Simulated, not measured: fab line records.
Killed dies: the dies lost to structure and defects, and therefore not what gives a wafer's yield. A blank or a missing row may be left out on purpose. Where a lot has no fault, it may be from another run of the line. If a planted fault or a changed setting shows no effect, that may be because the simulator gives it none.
Matching of chambers | flow gf180mcu | 4 sister chambers for GF_V1_CMP_04 on cmp-01
The step polishes SiO2. 14 wafers are shown with their chamber, then 6 later ones without.

== WAFERS, EACH WITH ITS CHAMBER ==
wafer  | chamber | motor current A (A) | time to endpoint s (s) | edge zone pressure frac
L824.1 | 2       | 11.3                | 84                     | 0.996
L824.4 | 1       | 13.9                | 93                     | 0.993
L824.6 | 1       | 12.8                | 91                     | 0.993
L828.2 | 3       | 9.9                 | 78                     | 0.992
L828.3 | 0       | 13.0                | 84                     | 1.002
L828.6 | 3       | 10.3                | 91                     | 1.005
L829.3 | 1       | 13.9                | 85                     | 0.999
L829.5 | 3       | 10.3                | 86                     | 1.004
L829.6 | 2       | 10.8                | 86                     | 1.002
L834.1 | 0       | 12.4                | 82                     | 1.002
L834.3 | 2       | 11.8                | 85                     | 1.005
L834.6 | 0       | 12.4                | 84                     | 0.996
L836.1 | 0       | 12.5                | 83                     | 1.009
L836.2 | 1       | 13.6                | 90                     | 1.002

SIGNATURES (averages over the wafers above)
reading                 | chamber 0 | chamber 1 | chamber 2 | chamber 3 | scatter within a chamber
motor current A         | 12.575    | 13.550    | 11.300    | 10.167    | 0.408
time to endpoint s      | 83.25     | 89.75     | 85.00     | 85.00     | 3.54
edge zone pressure frac | 1.00225   | 0.99675   | 1.00100   | 1.00033   | 0.00541
Rule: a wafer lies at a distance from a chamber equal to the root of the sum of squares, over the readings, of (its reading less the chamber's mean, divided by the reading's scatter). If the next closest chamber is less than 2 further off than the closest, the wafer can't be placed; otherwise it belongs to the closest. The scatter: take each reading less its chamber's mean, square it, sum over the shown wafers, divide by the number of wafers less the number of chambers, and take the root.

== WAFERS WHOSE CHAMBER IS MISSING ==
wafer  | motor current A (A) | time to endpoint s (s) | edge zone pressure frac
L836.4 | 11.3                | 92                     | 1.001
L840.1 | 10.1                | 109                    | 0.996
L840.6 | 10.7                | 89                     | 0.992
L841.1 | 10.3                | 105                    | 1.000
L841.2 | 13.4                | 86                     | 1.007
L841.4 | 11.6                | 91                     | 0.998

== EACH ONE'S CHAMBER ==
wafer  | from the rows above          | in truth
L836.4 | can't be placed: 2 or 3      | 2
L840.1 | can't be placed: 3 or 2      | 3
L840.6 | can't be placed: 3 or 2      | 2
L841.1 | can't be placed: 3 or 2      | 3
L841.2 | can't be placed: 1 or 0      | 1
L841.4 | can't be placed: 2 or 0 or 3 | 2
Placed correctly: 0 of 6. Cannot be placed on the basis of these rows: 6; the candidates contain the true chamber in 6. Wrongly placed: 0.
